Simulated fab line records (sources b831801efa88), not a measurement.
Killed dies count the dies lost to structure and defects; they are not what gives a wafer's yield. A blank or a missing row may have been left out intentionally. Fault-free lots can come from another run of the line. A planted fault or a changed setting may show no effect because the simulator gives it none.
fab line records    flow gf180mcu
record: lots: 7  wafers: 19  lastDay: 34
route steps=602 shown M2@366 PASSIVATION@602
lots that met no fault: from a run of the same line without faults
startH: the number of hours between the record's first day and the start of the first shown wafer of the lot    waitH: hours from the lot's prior step to this one    " as in the row above    L1.1+2: a single row standing in for several wafers    - no value, or no start given    * or withheld: withheld    < > ~ a bound
route shown NAME@n: a module of which the file shows steps, and the number in the route of the first    usual: mean and standard deviation over wafers with no fault    same: alike in all rows    chamber/n: place in a boat    sites: each site's reading    _std_site: the values' standard deviation    _edge_site: outer sites' mean less inner sites'    radiusMm: for every site, how far away it sits from the centre of the wafer    mask NAME#n: copy n    behind: tool/chamber where the wafer was last shaped    hold: cause of the lot's hold/its duration in hours/its outcome    device: whichever transistor did not switch (one of n, p or np)    end of line: tests run on the same wafers once the route is complete    a step without rows: its recipe alone    killed: at the first sort, the dies lost to defects and structure; wafer yield is something else    map: a wafer's dies, marking killed ones x, the rest . and places with no die _
set.NAME: the setting as run; set.NAME@STEP: as run at that earlier step    model.NAME: the simulator's own value behind a step, which no gauge read
certain route steps with their lots: each step a table, each wafer a row
services: a tool's chamber out of use, with start hour (startH, from the record's first day; less than 0 if before it), hours out, and reason
== steps ==
step: GF_M2_SPUTTER_04
recipe: material: TiN  targetThkNm: 50  powerW: 6500  timeS: 41.7  chamberPressurePa: 0.4
usual: throttleValvePct: 29.5/0.87
lot.wafer  tool           chamber  startH  waitH  throttleValvePct
L315.2     pvdSputter-03  -        450.52  0.0    29.3
L315.4     "              -        "       "      30.9
L315.6     "              -        "       "      28.3
L317.2     pvdSputter-03  -        478.77  0.0    30.5
L317.3     "              -        "       "      29.1
L317.6     "              -        "       "      28.8
L325.1     pvdSputter-01  -        530.34  0.0    29.1
L325.4     "              -        "       "      30.3
L325.6     "              -        "       "      30.2
L327.4     pvdSputter-01  -        557.12  0.0    30.0
L327.5     "              -        "       "      28.7
L329.2     pvdSputter-03  -        563.96  0.0    28.8
L329.4     "              -        "       "      30.8
L332.2     pvdSputter-03  -        586.50  0.0    29.0
L332.5     "              -        "       "      29.1
L332.6     "              -        "       "      30.8
L333.1     pvdSputter-01  -        598.42  0.0    30.6
L333.3     "              -        "       "      28.7
L333.5     "              -        "       "      30.6
step: GF_M2_RS_MEAS_05
recipe: thkMeasGauge: four-point-probe  reads: TiN_of_M2_SPUTTER_04+Ti_of_M2_SPUTTER_03+AlCu_of_M2_SPUTTER_02+TiN_of_M2_SPUTTER_01+Ti_of_M2_SPUTTER_00
usual: M2_ALCU_RS: 0.0691/0.00098
lot.wafer  tool          chamber  startH  waitH  M2_ALCU_RS[ohm/sq]
L315.2     filmMetro-04  -        450.58  0.0    0.0696
L315.4     "             -        "       "      0.0695
L315.6     "             -        "       "      0.0718
L317.2     filmMetro-02  -        478.83  0.0    0.0684
L317.3     "             -        "       "      0.0677
L317.6     "             -        "       "      0.0680
L325.1     filmMetro-02  -        530.38  0.0    0.0687
L325.4     "             -        "       "      0.0692
L325.6     "             -        "       "      0.0690
L327.4     filmMetro-02  -        557.22  0.1    0.0683
L327.5     "             -        "       "      0.0689
L329.2     filmMetro-01  -        564.02  0.0    0.0676
L329.4     "             -        "       "      0.0679
L332.2     filmMetro-02  -        586.56  0.0    0.0677
L332.5     "             -        "       "      0.0679
L332.6     "             -        "       "      0.0678
L333.1     filmMetro-01  -        598.47  0.0    0.0702
L333.3     "             -        "       "      0.0702
L333.5     "             -        "       "      0.0695
step: GF_M2_THK_MEAS_06
recipe: thkMeasGauge: xrf  reads: AlCu_of_M2_SPUTTER_02
usual: M2_ALCU_THK: 454/7.6
lot.wafer  tool          chamber  startH  waitH  M2_ALCU_THK[nm]
L315.2     filmMetro-04  -        450.69  0.1    447
L315.4     "             -        "       "      450
L315.6     "             -        "       "      435
L317.2     filmMetro-02  -        478.94  0.1    461
L317.3     "             -        "       "      467
L317.6     "             -        "       "      461
L325.1     filmMetro-02  -        530.50  0.1    464
L325.4     "             -        "       "      459
L325.6     "             -        "       "      460
L327.4     filmMetro-02  -        557.31  0.1    459
L327.5     "             -        "       "      457
L329.2     filmMetro-01  -        564.13  0.1    460
L329.4     "             -        "       "      457
L332.2     filmMetro-02  -        586.67  0.1    463
L332.5     "             -        "       "      463
L332.6     "             -        "       "      464
L333.1     filmMetro-01  -        598.59  0.1    442
L333.3     "             -        "       "      444
L333.5     "             -        "       "      447
step: GF_M2_DEHYDRATE_07
recipe: tempC: 200  timeS: 60
step: GF_M2_HMDS_08
recipe: primeTimeS: 60  primeTempC: 120
step: GF_M2_COAT_09
recipe: resist: KrF  spinRpm: withheld  resistThkNm: 1000
step: GF_M2_SOFTBAKE_10
recipe: tempC: 130  timeS: 60  resist: KrF
step: GF_M2_EXPOSE_11
recipe: maskId: Metal2  targetCdNm: 280  na: 0.68  sourceShape: conventional  sigmaOuter: 0.6  doseMj: 28
step: GF_M2_PEB_12
recipe: pebTempC: 135  pebTimeS: 90  resist: KrF
step: GF_M2_DEVELOP_13
recipe: developTimeS: 60  devTempC: 21
step: GF_M2_CD_MEAS_14
recipe: targetCdNm: 280
usual: cdNm: 280.0/1.2
lot.wafer  tool      chamber  startH  waitH  cdNm
L315.2     cdSem-02  -        474.79  0.1    279.4
L315.4     "         -        "       "      278.7
L315.6     "         -        "       "      279.9
L317.2     cdSem-02  -        502.45  0.1    279.4
L317.3     "         -        "       "      279.2
L317.6     "         -        "       "      280.5
L325.1     cdSem-01  -        552.82  0.1    281.1
L325.4     "         -        "       "      280.1
L325.6     "         -        "       "      281.2
L327.4     cdSem-01  -        578.79  0.1    279.9
L327.5     "         -        "       "      279.1
L329.2     cdSem-02  -        585.45  0.1    279.1
L329.4     "         -        "       "      279.8
L332.2     cdSem-02  -        607.95  0.1    281.3
L332.5     "         -        "       "      282.1
L332.6     "         -        "       "      281.5
L333.1     cdSem-02  -        618.93  0.1    281.5
L333.3     "         -        "       "      282.2
L333.5     "         -        "       "      281.1
step: GF_M2_OVL_MEAS_15
usual: M2_OVL: -6/5.4
lot.wafer  tool        chamber  startH  waitH  M2_OVL[nm]
L315.2     overlay-01  -        474.90  0.1    -4
L315.4     "           -        "       "      -4
L315.6     "           -        "       "      -2
L317.2     overlay-02  -        502.56  0.1    -3
L317.3     "           -        "       "      -10
L317.6     "           -        "       "      -8
L325.1     overlay-02  -        552.94  0.1    -1
L325.4     "           -        "       "      -7
L325.6     "           -        "       "      -11
L327.4     overlay-02  -        578.87  0.1    0
L327.5     "           -        "       "      2
L329.2     overlay-01  -        585.56  0.1    -8
L329.4     "           -        "       "      -13
L332.2     overlay-01  -        608.06  0.1    -8
L332.5     "           -        "       "      -1
L332.6     "           -        "       "      -7
L333.1     overlay-02  -        619.05  0.1    -3
L333.3     "           -        "       "      -6
L333.5     "           -        "       "      1
step: GF_M2_METAL_ETCH_16
recipe: chemistry: Cl2/BCl3  maskMaterial: KrF  targetDepthNm: 750.8  stopOn: SiO2  pressureMtorr: 8  icpW: 800  biasW: 140  Cl2_flow_sccm: 80  bcl3FlowSccm: 40  timeS: 125.1
usual: drypumpMotorCurrentA: 5.7/0.64  oesProductAu: 0.990/0.0067  throttleValvePct: 28.230/0.01
lot.wafer  tool         chamber  startH  waitH  drypumpMotorCurrentA  oesProductAu  rfHoursCounterH  throttleValvePct  model.KrF_of_M2_COAT_09.thkNm
L315.2     rieMetal-03  0        474.93  0.0    4.8                   0.986         2                28.240            678.2
L315.4     "            1        "       "      6.5                   0.989         -                28.207            675.2
L315.6     "            0        "       "      4.8                   0.985         -                28.244            683.3
L317.2     rieMetal-02  0        502.59  0.0    5.8                   0.981         5                28.230            683
L317.3     "            1        "       "      6.2                   0.997         -                28.214            675.3
L317.6     "            1        "       "      6.2                   0.996         -                28.231            671.6
L325.1     rieMetal-02  1        552.98  0.0    6.2                   0.990         9                28.216            684.4
L325.4     "            0        "       "      5.8                   0.874         -                28.353            749.9
L325.6     "            1        "       "      6.2                   0.998         -                28.211            683
L327.4     rieMetal-02  1        578.93  0.1    6.2                   0.909         -                28.313            730.5
L327.5     "            0        "       "      5.8                   0.881         -                28.346            742.7
L329.2     rieMetal-02  1        585.59  0.0    6.2                   0.994         10               28.220            679.3
L329.4     "            1        "       "      6.2                   0.900         -                28.322            735.9
L332.2     rieMetal-04  1        608.09  0.0    4.9                   0.987         3                28.241            687.8
L332.5     "            1        "       "      4.8                   0.991         -                28.236            681.9
L332.6     "            0        "       "      6.1                   0.988         -                28.232            679.9
L333.1     rieMetal-03  1        619.09  0.0    6.5                   0.979         2                28.230            692.1
L333.3     "            1        "       "      6.5                   0.981         -                28.244            692.7
L333.5     "            0        "       "      4.8                   0.986         -                28.231            681.6
step: GF_M2_STRIP_17
recipe: chemistry: O2/N2  powerW: 1400  pressureMtorr: 1500  platenTempC: 250  o2FlowSccm: 3000  n2FlowSccm: 300  overashFraction: 0.5
usual: drypumpMotorCurrentA: 6.2/0.4  heaterPowerW: 336/22  oesProductAu: 0.537/0.0048  stripTimeToEndpointS: 7.37/0.064
same: overashFraction: 0.5
lot.wafer  tool            chamber  startH  waitH  drypumpMotorCurrentA  heaterPowerW  oesProductAu  rfHoursCounterH  stripTimeToEndpointS
L315.2     plasmaAsher-03  1        475.06  0.1    6.6                   345           0.531         70               7.32
L315.4     "               1        "       "      6.5                   333           0.530         -                7.28
L315.6     "               1        "       "      6.5                   349           0.539         -                7.37
L317.2     plasmaAsher-03  0        502.72  0.1    6.7                   312           0.535         73               7.38
L317.3     "               0        "       "      6.7                   307           0.529         -                7.27
L317.6     "               1        "       "      6.6                   341           0.533         -                7.26
L325.1     plasmaAsher-03  0        553.11  0.1    6.7                   303           0.538         79               7.37
L325.4     "               0        "       "      6.7                   314           0.566         -                8.01
L325.6     "               1        "       "      6.6                   342           0.541         -                7.36
L327.4     plasmaAsher-02  1        579.05  0.1    5.7                   323           0.556         -                7.83
L327.5     "               1        "       "      5.8                   325           0.565         -                7.95
L329.2     plasmaAsher-02  0        585.72  0.1    5.6                   365           0.530         49               7.32
L329.4     "               1        "       "      5.7                   321           0.563         -                7.88
L332.2     plasmaAsher-02  0        608.22  0.1    5.6                   372           0.535         51               7.42
L332.5     "               0        "       "      5.7                   380           0.530         -                7.37
L332.6     "               1        "       "      5.8                   328           0.538         -                7.35
L333.1     plasmaAsher-03  0        619.22  0.1    6.7                   319           0.539         86               7.47
L333.3     "               1        "       "      6.5                   348           0.538         -                7.47
L333.5     "               1        "       "      6.6                   341           0.535         -                7.36
step: GF_M2_STRIP_18
recipe: chemistry: postEtchResidueRemover  timeS: 1200  tempC: 72.5
step: GF_PASSIVATION_PROBE_99
lot.wafer  tool       chamber  startH  waitH  model.etest.met2Comb.leakLog10AUm
L315.2     prober-01  -        704.06  0.1    -11.92
L315.4     prober-01  -        704.16  0.2    -12.02
L315.6     prober-01  -        704.26  0.2    -11.96
L317.2     prober-01  -        722.56  0.1    -12.19
L317.3     prober-01  -        722.61  0.2    -12.12
L317.6     prober-01  -        722.76  0.2    -11.94
L325.1     prober-02  -        762.11  0.1    -12.12
L325.4     prober-02  -        762.26  0.2    -7.417
L325.6     prober-02  -        762.36  0.2    -11.93
L327.4     prober-01  -        799.69  0.2    -12.07
L327.5     prober-01  -        799.74  0.2    -8.536
L329.2     prober-01  -        802.96  0.1    -11.95
L329.4     prober-01  -        803.06  0.2    -11.73
L332.2     prober-02  -        812.27  0.1    -12.2
L332.5     prober-02  -        812.42  0.2    -12
L332.6     prober-02  -        812.47  0.2    -12.14
L333.1     prober-01  -        812.51  0.1    -11.91
L333.3     prober-01  -        812.61  0.2    -11.85
L333.5     prober-01  -        812.71  0.2    -12.08
killed by level:class
L315.2 V5:geometricParticle:open=6 V2:geometricParticle:open=4 V3:geometricParticle:open=4 STI:geometricParticle:short=3 CONTACT:geometricParticle:open=3 V1:geometricParticle:open=3 V4:geometricParticle:open=3 V5:geometricParticle:short=3
L315.4 V4:geometricParticle:open=5 V5:geometricParticle:open=5 STI:geometricParticle:open=4 CONTACT:geometricParticle:open=4 V1:geometricParticle:open=4 V2:geometricParticle:open=4 V1:geometricParticle:short=3 V3:geometricParticle:open=3
L315.6 STI:geometricParticle:short=5 V2:geometricParticle:open=5 CONTACT:geometricParticle:short=4 V1:geometricParticle:open=4 V5:geometricParticle:open=4 M2:geometricParticle:short=3 V2:geometricParticle:short=3 V3:geometricParticle:open=3
L317.2 V3:geometricParticle:open=5 CONTACT:geometricParticle:open=3 CONTACT:geometricParticle:short=3 V2:geometricParticle:open=3 V4:geometricParticle:open=3 V1:geometricParticle:open=2 TOP_METAL:geometricParticle:short=2 STI:geometricParticle:short=1
L317.3 V3:geometricParticle:open=6 V1:geometricParticle:open=5 V5:geometricParticle:open=5 STI:geometricParticle:open=4 V2:geometricParticle:open=4 V4:geometricParticle:open=4 M1:geometricParticle:short=3 SAB:geometricParticle:open=2
L317.6 V2:geometricParticle:open=6 V5:geometricParticle:open=5 V5:geometricParticle:short=5 STI:geometricParticle:open=4 V3:geometricParticle:open=4 CONTACT:geometricParticle:open=3 V4:geometricParticle:open=3 SALICIDE:geometricParticle:short=2
L332.2 CONTACT:geometricParticle:open=7 V1:geometricParticle:open=4 M2:geometricParticle:short=4 V2:geometricParticle:open=4 V3:geometricParticle:short=3 V3:geometricParticle:open=3 V4:geometricParticle:open=3 V4:geometricParticle:short=3
L332.5 V2:geometricParticle:open=8 CONTACT:geometricParticle:open=6 V3:geometricParticle:open=4 STI:geometricParticle:short=2 M1:geometricParticle:short=2 V1:geometricParticle:open=2 M2:geometricParticle:open=2 V3:geometricParticle:short=2
L332.6 V4:geometricParticle:open=6 V1:geometricParticle:open=6 V3:geometricParticle:short=5 STI:geometricParticle:short=4 V1:geometricParticle:short=4 V3:geometricParticle:open=4 CONTACT:geometricParticle:open=3 M3:geometricParticle:short=3
L333.1 V5:geometricParticle:open=8 V3:geometricParticle:open=6 V1:geometricParticle:open=5 V5:geometricParticle:short=5 STI:geometricParticle:open=4 STI:geometricParticle:short=4 CONTACT:geometricParticle:open=4 M1:geometricParticle:short=4
L333.3 V2:geometricParticle:open=8 V3:geometricParticle:open=8 V1:geometricParticle:open=6 V4:geometricParticle:open=6 V5:geometricParticle:open=5 STI:geometricParticle:short=4 CONTACT:geometricParticle:open=4 V1:geometricParticle:short=4
L333.5 STI:geometricParticle:short=7 V2:geometricParticle:open=7 STI:geometricParticle:open=4 V4:geometricParticle:open=4 CONTACT:geometricParticle:open=3 V2:geometricParticle:short=3 V3:geometricParticle:open=3 V4:geometricParticle:short=3
== services ==
tool            chamber  startH  hours  kind
pvdSputter-01   -        474.95  6.7    repair
rieMetal-04     1        478.13  -      clean
rieMetal-04     1        478.13  27.6   scheduledDown
rieMetal-04     1        478.13  27.6   ventCycle
rieMetal-02     0        490.27  8.4    repair
rieMetal-04     -        516.64  0.1    repair
rieMetal-03     1        524.55  -      clean
rieMetal-03     1        524.55  13.9   scheduledDown
rieMetal-03     1        524.55  13.9   ventCycle
rieMetal-03     1        555.65  14.5   repair
pvdSputter-03   3        572.58  -      consumableReplace:kit
pvdSputter-03   3        572.58  18.0   scheduledDown
pvdSputter-03   3        572.58  18.0   ventCycle
pvdSputter-01   2        581.21  -      consumableReplace:kit
pvdSputter-01   2        581.21  18.0   scheduledDown
pvdSputter-01   2        581.21  18.0   ventCycle
pvdSputter-03   -        609.21  2.7    repair
plasmaAsher-02  -        611.35  2.8    pm
== key ==
firstSign: step: GF_M2_METAL_ETCH_16  reading: oesProductAu  direction: down  sigmas: 15  usual: 0.990  struck: 0.891
effect: step: GF_M2_METAL_ETCH_16  reading: throttleValvePct  direction: up  sigmas: 10  usual: 28.230  struck: 28.333
effect: step: GF_M2_STRIP_17  reading: stripTimeToEndpointS  direction: up  sigmas: 8.5  usual: *  struck: *
modelEffect: step: GF_M2_METAL_ETCH_16  value: KrF_of_M2_COAT_09.thkNm  without: 685.3  struck: 739.8
modelEffect: step: GF_PASSIVATION_PROBE_99  value: etest.met2Comb.leakLog10AUm  without: -12.06  struck: -9.938
metAt GF_M2_METAL_ETCH_16
struckWafers L325.4,L327.4,L327.5,L329.4
sortLeftOut L325.4,L327.4,L327.5,L329.4
onsetBetween 502.59 552.98
fault: kind: processParameterDrift  tool: rieMetal-02  chamber: -  onsetH: 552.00  steps: GF_M2_METAL_ETCH_16  channel: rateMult  offset: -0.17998  shape: step  endH: 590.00  scope: struckWafersOnly
sortLeftOut: the simulated sort isn't trusted on such a fault, so these wafers' sort isn't shown, and their yield isn't known
